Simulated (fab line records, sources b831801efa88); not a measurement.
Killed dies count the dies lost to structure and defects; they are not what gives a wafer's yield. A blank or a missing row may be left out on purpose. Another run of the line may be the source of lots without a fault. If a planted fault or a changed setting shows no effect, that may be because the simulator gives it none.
8D (eight disciplines) problem report, filled in by code | flow sky130 | the parts of the form that need people (team, actions taken, sign-off) are left out

1. WHAT WENT WRONG
Across 3 wafers from 2 lots, CONTACT_CVD_00_THK at SKY_CONTACT_THK_MEAS_01 averages 60.9 nm, while fault-free wafers read 75.3 nm with a standard deviation of 1. That puts it -14 standard deviations away from the usual mean.
First observed at day 35 14:20: wafer L945.2, on film-metro-04. The record holds 32 wafers of 11 lots with a number at this step. By rule, "out" or "out of limits" means more than 4 standard deviations away from the usual mean. All remaining wafers that have a number are taken as sound.

2. WHAT IT IS AND WHAT IT IS NOT
question                    | is                     | is not
which readings at this step | CONTACT_CVD_00_THK     | -
which lots                  | L945, L946             | L932, L935, L938, L939, L942, L943, L944, L947, L948
which wafers of those lots  | L945.2, L946.3, L946.5 | L945.4, L945.5, L946.4
read on which gauges        | film-metro-04          | film-metro-01, film-metro-02
when                        | from day 35 14:20      | up to then (22 sound wafers); but 7 sound wafers of L946, L947, L948 came after

3. SUSPECTS, AND WHAT RULES EACH OUT
Counting: any tool at a process step up to the reading remains a suspect provided it ran every lot that is out. Sound lots after the first of them don't rule it out here, since some wafers of a struck lot are sound.
- ruled out: the gauge at SKY_CONTACT_THK_MEAS_01. All the wafers that are out were read on film-metro-04, but those of them that SKY_CONTACT_ETCH_18 has rows for are out there too, on other tools.
- pvd-sputter-01 at SKY_LI_CONTACT_SPUTTER_19 (material Ti, target thk 20 nm, time 106.37 s): kept. It ran every lot that is out, first L945 (day 34 10:17).
- pecvd-03 at SKY_CONTACT_CVD_00 (deposits Si3N4, target thk 75 nm): kept. It ran every lot that is out, first L945 (day 35 14:18); its last sound lot up to then is L944 (day 35 08:18).
- In pecvd-03 at SKY_CONTACT_CVD_00, the wafers that are out were processed in chamber 0 and their sound lot-mates in chambers 1, 2.
The count leaves pecvd-03 at SKY_CONTACT_CVD_00 and pvd-sputter-01 at SKY_LI_CONTACT_SPUTTER_19.

4. THE CAUSE (what the simulator had put in)
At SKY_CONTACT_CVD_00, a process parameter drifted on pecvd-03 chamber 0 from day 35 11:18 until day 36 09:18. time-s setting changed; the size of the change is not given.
2 suspects survive the count, and this tool is in that group.

5. THE CHAIN OF EFFECTS, in route order
Each row: a reading where the mean over the struck wafers with a number is more than 3 standard deviations away from the usual. Only readings for which the record gives a usual standard deviation are gone through. hours: the time from each lot's start at the first step in this table that gives one to its start at this step, as a median over the lots. sigmas: the change in usual standard deviations.
hours | step                    | reading            | usual      | on struck wafers | change | sigmas
0     | SKY_CONTACT_THK_MEAS_01 | CONTACT_CVD_00_THK | 75.3 nm    | 60.9             | -14.4  | -14
-     | SKY_CONTACT_ETCH_18     | oes-product-au     | 0.857 a.u. | 0.768            | -0.089 | -11
Here are the process steps it includes:
- SKY_CONTACT_ETCH_18: etches Si3N4 in CHF3/O2, stops on TiN, time 39 s, target depth 75 nm.
Readings that are blank on the struck wafers while sound wafers have them: susceptor-temp-C at SKY_CONTACT_CVD_00.
Later measuring or inspecting steps at which every struck wafer that the step has a row for has a number for every such reading, and none has moved that far: SKY_CONTACT_THK_MEAS_03, SKY_CONTACT_BOW_MEAS_05.

6. HOW IT WOULD HAVE BEEN CAUGHT EARLIER
3 hours passed between the start of the fault at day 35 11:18 and the first reading out of limits at a measuring or inspecting step in this record, taken at day 35 14:20.
Of the lots that are out (2), L946 began SKY_CONTACT_CVD_00 on pecvd-03 after day 35 14:20. A hold on the tool at that time would have spared it.
